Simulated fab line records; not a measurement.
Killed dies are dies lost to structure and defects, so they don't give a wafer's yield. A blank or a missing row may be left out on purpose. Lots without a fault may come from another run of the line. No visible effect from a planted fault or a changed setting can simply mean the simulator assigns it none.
Comparing a struck lot with a sound one    flow gf180mcu    15 out of 602 route steps
Sound: the wafers L712.4, L712.5, L712.6. Struck: wafer L715.2. (L715.3, L715.5 of the same lot were not struck and are left out.) The cause comes at the end.
For every step that has rows: the tool of each side, followed by ch and its chambers, followed by its first start. Under that, the readings that differ: sound wafers    struck wafers    difference of the means    sigmas: that difference in standard deviations of wafers without a fault.
alike: same words and numbers on both sides, and readings whose means sit less than 2 such deviations apart. not compared: any withheld reading, any reading some wafer has no value for, any bound like >300 that may hide the same value, and any number with overlapping values for which the record gives no deviation.
Wherever a step has rows on one side only, a row that says differs or no value, or a row with sigmas, the two part there. When numbers do not overlap yet have no deviation, they are printed without sigmas and do not part them. A reading missing from all wafers of one side parts the sides only when that side holds two or more wafers.

first, 4 steps without rows for these wafers: GF_V1_SOFTBAKE_10 (time 60 s); GF_V1_EXPOSE_11 (exposes mask Via1, target cd 260 nm); GF_V1_PEB_12 (peb time 90 s); GF_V1_DEVELOP_13 (develop time 60 s).
GF_V1_CD_MEAS_14: target cd 260 nm.
  sound on cd-sem-01, day 23 05:23; struck on cd-sem-02, day 24 07:02
  alike: cd-nm
GF_V1_OVL_MEAS_15:
  sound on overlay-02, day 23 05:28; struck on overlay-01, day 24 07:08
  alike: V1_OVL
GF_V1_ETCH_16: etches BARC in N2/H2.
  sound on rie-diel-04 ch 1,2, day 23 05:29; struck on rie-diel-01 ch 0, day 24 07:10
  alike: bias-w, drypump-motor-current-A, oes-product-au, throttle-valve-pct
GF_V1_ETCH_17: etches SiO2 in C4F8/O2/Ar, stops on TiN, target depth 630 nm.
  sound: rie-diel-04 ch 1,2; struck: rie-diel-01 ch 0
reading     sound           struck  difference  sigmas
bias-w (W)  1204 1198 1205  1195    -7          -2
  alike: oes-product-au
GF_V1_STRIP_18: strips in O2/N2.
  sound on plasma-asher-02 ch 0,1, day 23 05:39; struck on plasma-asher-03 ch 1, day 24 07:17
reading                      sound           struck  difference                    sigmas
drypump-motor-current-A (A)  4.98 4.99 5.80  5.83    +0.57                         +2
rf-hours-counter-h (h)       - - -           46      no value on the sound wafers  
  alike: heater-power-w, oes-product-au
then, 2 steps without rows for these wafers: GF_V1_STRIP_19 (strips in post etch residue remover, time 1200 s); GF_V1_CLEAN_20 (cleans in DIW).
GF_V1_SPUTTER_21: material Ti, target thk 15 nm, time 80.02 s.
  sound on pvd-sputter-01, day 23 06:09; struck on pvd-sputter-02, day 24 07:50
reading                 sound           struck  difference  sigmas
throttle-valve-pct (%)  33.0 30.3 30.2  29.0    -2.2        -2
  alike: cathode-dc-power-W
GF_V1_SPUTTER_22: material TiN, target thk 10 nm, time 40 s.
  sound on pvd-sputter-01, day 23 06:13; struck on pvd-sputter-02, day 24 07:53
reading                                 sound              struck  difference  sigmas
throttle-valve-pct (%)                  33.2 30.1 30.3     29.0    -2.2        -2
model.TiN_of_V1_SPUTTER_22.thk-nm (nm)  9.614 9.661 9.751  15.55   +5.87       
  alike: cathode-dc-power-W
GF_V1_CVD_23: deposits W, target thk 350 nm, time 105.05 s.
  sound on cvd-w-01 ch 0,1, day 23 06:17; struck on cvd-w-02 ch 1, day 24 07:56
reading             sound        struck  difference  sigmas
heater-power-w (W)  669 669 769  1067    +365        +3
after that, 1 step had no rows for these wafers: GF_PASSIVATION_PROBE_99.

WHERE THEY PART
Last at GF_V1_CVD_23 as far as this record goes, first at GF_V1_ETCH_17.

WHY: what had been put in by the simulator
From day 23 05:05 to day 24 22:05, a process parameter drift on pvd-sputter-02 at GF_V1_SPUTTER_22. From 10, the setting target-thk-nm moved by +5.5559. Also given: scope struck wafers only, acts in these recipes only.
